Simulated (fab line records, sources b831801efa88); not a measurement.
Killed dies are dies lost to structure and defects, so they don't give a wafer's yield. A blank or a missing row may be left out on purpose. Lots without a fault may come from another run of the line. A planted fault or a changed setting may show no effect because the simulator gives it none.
Problem report in the 8D (eight disciplines) form, filled by code | flow gf180mcu | the parts of the form that need people (team, actions taken, sign-off) are left out

1. THE PROBLEM
run_length_s at GF_STI_ETCH_13 reads a mean of 134.3 s on 6 wafers of 2 lots; wafers without a fault read 141.3 s with a standard deviation of 0.37. That is -19 standard deviations from the usual mean.
The step: etches the open film in CHF3/O2, stops on Si, target depth 282.31 nm, time 112.9 s.
First seen on wafer L277.4, day 3 22:47, on rie_diel-04. The record holds 33 wafers of 11 lots with a number at this step. Rule for "out", or "out of limits": more than 4 standard deviations from the usual mean. The other wafers with a number count as sound.

2. WHAT IT IS AND WHAT IT IS NOT
question                    | is                           | is not
which readings at this step | run_length_s, oes_product_au | drypump_motor_current_A
which lots                  | L277, L280                   | L268, L269, L270, L271, L272, L275, L288, L290, L291
which wafers of those lots  | all that have a number       | -
read on which tools         | rie_diel-04                  | rie_diel-01, rie_diel-03
when                        | from day 3 22:47             | up to then (18 sound wafers); but 9 sound wafers of L288, L290, L291 came after

3. SUSPECTS, AND WHAT RULES EACH OUT
Counting: a tool at a process step up to the reading stays a suspect if it ran every lot that is out and no sound lot after the first of them.
- rie_diel-04 at GF_STI_ETCH_13 (etches the open film in CHF3/O2, stops on Si, target depth 282.31 nm, time 112.9 s): ruled out as a lasting fault. Sound lots L291 ran on it after its first lot that is out, L277 (day 3 22:47).
Left after counting: nothing in the record.

4. THE CAUSE (what the simulator had put in)
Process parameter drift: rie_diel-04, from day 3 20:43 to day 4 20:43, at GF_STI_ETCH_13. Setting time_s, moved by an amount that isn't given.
Counting ruled it out, wrongly.

5. THE CHAIN OF EFFECTS, in route order
Each row: a reading whose mean over the struck wafers that have a number lies more than 3 standard deviations from the usual. Only readings for which the record gives a usual standard deviation are gone through. hours: the time from each lot's start at the first step in this table that gives one to its start at this step, as a median over the lots. sigmas: the change in usual standard deviations.
hours | step            | reading                  | usual      | on struck wafers | change | sigmas
0     | GF_STI_ETCH_13  | oes_product_au           | 0.830 a.u. | 0.885            | +0.055 | +10
0     | GF_STI_ETCH_13  | run_length_s             | 141.3 s    | 134.3            | -7.0   | -19
0     | GF_STI_STRIP_15 | strip_time_to_endpoint_s | 3.73 s     | 3.89             | +0.16  | +3.7
The process steps in it:
- GF_STI_ETCH_13: etches the open film in CHF3/O2, stops on Si, target depth 282.31 nm, time 112.9 s.
- GF_STI_STRIP_15: strips in O2/N2.

6. WHAT WOULD HAVE CAUGHT IT SOONER
In this record the first reading out of limits was taken at day 3 22:47, 2 hours after the fault began at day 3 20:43.
